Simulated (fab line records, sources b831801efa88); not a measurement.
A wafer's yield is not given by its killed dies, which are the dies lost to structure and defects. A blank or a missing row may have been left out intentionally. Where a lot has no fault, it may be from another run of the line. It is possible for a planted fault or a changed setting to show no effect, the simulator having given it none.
One fault through the eyes of 2 desks    flow gf180mcu    numbers are kept per desk, each desk with only its own; the story behind them comes last

== AT THE METROLOGY DESK ==
Lot by lot, what the gauges showed, no matter which tool ran the lot: averages of those sampled wafers that carry a number. The brackets show how far a lot's mean lies from the usual mean; more than 4 standard deviations puts the lot out of limits, marked OUT.
Columns: A = V4_CVD_00_THK at GF_V4_THK_MEAS_01, usual 598 nm; B = V4_CVD_02_THK at GF_V4_THK_MEAS_03, usual 849 nm
lot   first seen here  A    B
L760  day 23 15:56     591  844
L761  day 23 23:35     603  826
L763  day 24 17:01     605  839
L764  day 25 01:51     597  838
L766  day 25 17:26     600  854
L768  day 26 10:07     593  812
L770  day 27 06:12     599  810
L776  day 28 19:35     590  870
L778  day 29 14:43     599  862
L780  day 30 02:41     598  841
L781  day 30 07:13     582  826
L783  day 31 00:19     600  849
This desk's verdict: no lot among the 12 shows anything out of limits.

== FOR THE TOOL OWNER'S DESK: pecvd-03 ==
The tool's own readings at GF_V4_CVD_02 (deposits SiO2 from TEOS, target thk 850 nm, time 94.851 s): means of the sampled wafers that have a number, for each lot that ran on this tool. The brackets show how far a lot's mean lies from the usual mean; more than 4 standard deviations puts the lot out of limits, marked OUT.
Columns: A = heater_power_w at GF_V4_CVD_02, usual 628 W
lot   first seen here  A
L763  day 24 17:04     567
L766  day 25 17:29     669
L768  day 26 10:11     636
L770  day 27 06:14     652
L780  day 30 02:44     678
L781  day 30 07:16     579
This desk's verdict: no lot among the 6 shows anything out of limits.

== TAKEN TOGETHER ==
From the metrology desk's view, nothing was out of limits.
Nothing out of limits was seen by the tool owner's desk.

== WHAT WAS PUT IN BY THE SIMULATOR ==
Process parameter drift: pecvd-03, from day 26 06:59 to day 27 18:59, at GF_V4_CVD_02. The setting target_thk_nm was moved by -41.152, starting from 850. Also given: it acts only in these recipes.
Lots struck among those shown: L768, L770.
